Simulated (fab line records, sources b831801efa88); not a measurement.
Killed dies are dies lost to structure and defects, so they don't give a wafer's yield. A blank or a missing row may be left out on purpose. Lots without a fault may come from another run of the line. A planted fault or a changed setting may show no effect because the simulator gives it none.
Tool commonality check | flow sky130 | 11 lots, 33 wafers sampled

WHY IT WAS OPENED
At SKY_VIA2_RS_MEAS_22 the reading VIA2_W_RS is flagged on 3 of 11 lots. Wafers without a fault read 0.2715 ohm/sq, standard deviation 0.0023.
Rule: a lot is flagged when every wafer of it that has a number lies more than 4 standard deviations from that mean, or none has a number. The other lots count as sound.

lot  | measured     | on            | VIA2_W_RS (ohm/sq), wafer by wafer | flag
L734 | day 37 08:54 | film_metro-03 | 0.2719 0.2734 0.2727               |
L736 | day 37 19:17 | film_metro-03 | 0.2694 0.2687 0.2707               |
L738 | day 38 13:09 | film_metro-04 | 0.2733 0.2687 0.2728               |
L740 | day 39 03:55 | film_metro-03 | 0.2706 0.2734 0.2750               |
L745 | day 40 13:31 | film_metro-03 | 58.362 58.948 59.226               | FLAGGED
L746 | day 41 07:19 | film_metro-04 | 56.853 56.989 57.819               | FLAGGED
L747 | day 41 08:09 | film_metro-03 | 58.661 57.000 58.236               | FLAGGED
L749 | day 41 22:33 | film_metro-03 | 0.2704 0.2684 0.2725               |
L750 | day 42 16:34 | film_metro-01 | 0.2704 0.2686 0.2699               |
L751 | day 42 17:11 | film_metro-01 | 0.2731 0.2693 0.2705               |
L753 | day 42 23:10 | film_metro-03 | 0.2733 0.2670 0.2666               |
The numbers of the flagged lots are 58.0104 ohm/sq on average: +57.7389 ohm/sq against the usual, or +99 or more standard deviations.

WHICH TOOL RAN EACH LOT
The record holds 2 process steps before the reading, out of a route of 708 steps. In each cell: the tool, then ch and the chambers that the sampled wafers went through, then the start.
lot  | flag    | SKY_VIA2_ETCH_14                   | SKY_VIA2_CVD_21
L734 |         | rie_diel-04 ch 1,2,3, day 37 07:59 | cvd_w-02 ch 1, day 37 08:45
L736 |         | rie_diel-04 ch 0,1,2, day 37 18:22 | cvd_w-01 ch 0,1, day 37 19:08
L738 |         | rie_diel-01 ch 1,3, day 38 12:14   | cvd_w-02 ch 0,1, day 38 13:00
L740 |         | rie_diel-03 ch 0,2,3, day 39 02:59 | cvd_w-02 ch 0,1, day 39 03:46
L745 | FLAGGED | rie_diel-04 ch 1,3, day 40 12:37   | cvd_w-01 ch 0,1, day 40 13:23
L746 | FLAGGED | rie_diel-04 ch 1,2, day 41 06:19   | cvd_w-01 ch 0,1, day 41 07:11
L747 | FLAGGED | rie_diel-01 ch 2,3, day 41 07:11   | cvd_w-02 ch 0,1, day 41 08:01
L749 |         | rie_diel-03 ch 1,2, day 41 21:37   | cvd_w-02 ch 0,1, day 41 22:25
L750 |         | rie_diel-04 ch 0,3, day 42 15:31   | cvd_w-02 ch 0,1, day 42 16:26
L751 |         | rie_diel-03 ch 1,3, day 42 16:05   | cvd_w-01 ch 0,1, day 42 17:04
L753 |         | rie_diel-04 ch 0,1,2, day 42 22:07 | cvd_w-01 ch 0,1, day 42 23:01
What these steps do:
- SKY_VIA2_ETCH_14: etches BARC in N2/H2, stops on SiO2, time 45.9 s, target depth 60 nm.
- SKY_VIA2_CVD_21: deposits W, target thk 420 nm, time 126.4 s.
- SKY_VIA2_RS_MEAS_22: measures by four-point-probe.

FLAGGED OVER TOTAL, TOOL BY TOOL (the gauges that took the reading come last)
step                | tool          | lots run | flagged | share of the flagged lots | sound lots run after its first flagged lot
SKY_VIA2_ETCH_14    | rie_diel-01   | 2        | 1       | some                      | 0
SKY_VIA2_ETCH_14    | rie_diel-03   | 3        | 0       | none                      | -
SKY_VIA2_ETCH_14    | rie_diel-04   | 6        | 2       | some                      | 2 (L750,L753)
SKY_VIA2_CVD_21     | cvd_w-01      | 5        | 2       | some                      | 2 (L751,L753)
SKY_VIA2_CVD_21     | cvd_w-02      | 6        | 1       | some                      | 2 (L749,L750)
SKY_VIA2_RS_MEAS_22 | film_metro-01 | 2        | 0       | none                      | -
SKY_VIA2_RS_MEAS_22 | film_metro-03 | 7        | 2       | some                      | 2 (L749,L753)
SKY_VIA2_RS_MEAS_22 | film_metro-04 | 2        | 1       | some                      | 0

WHAT THE TABLE ALLOWS
No row of the table ran every flagged lot.

WHAT THE SIMULATOR HAD PUT IN
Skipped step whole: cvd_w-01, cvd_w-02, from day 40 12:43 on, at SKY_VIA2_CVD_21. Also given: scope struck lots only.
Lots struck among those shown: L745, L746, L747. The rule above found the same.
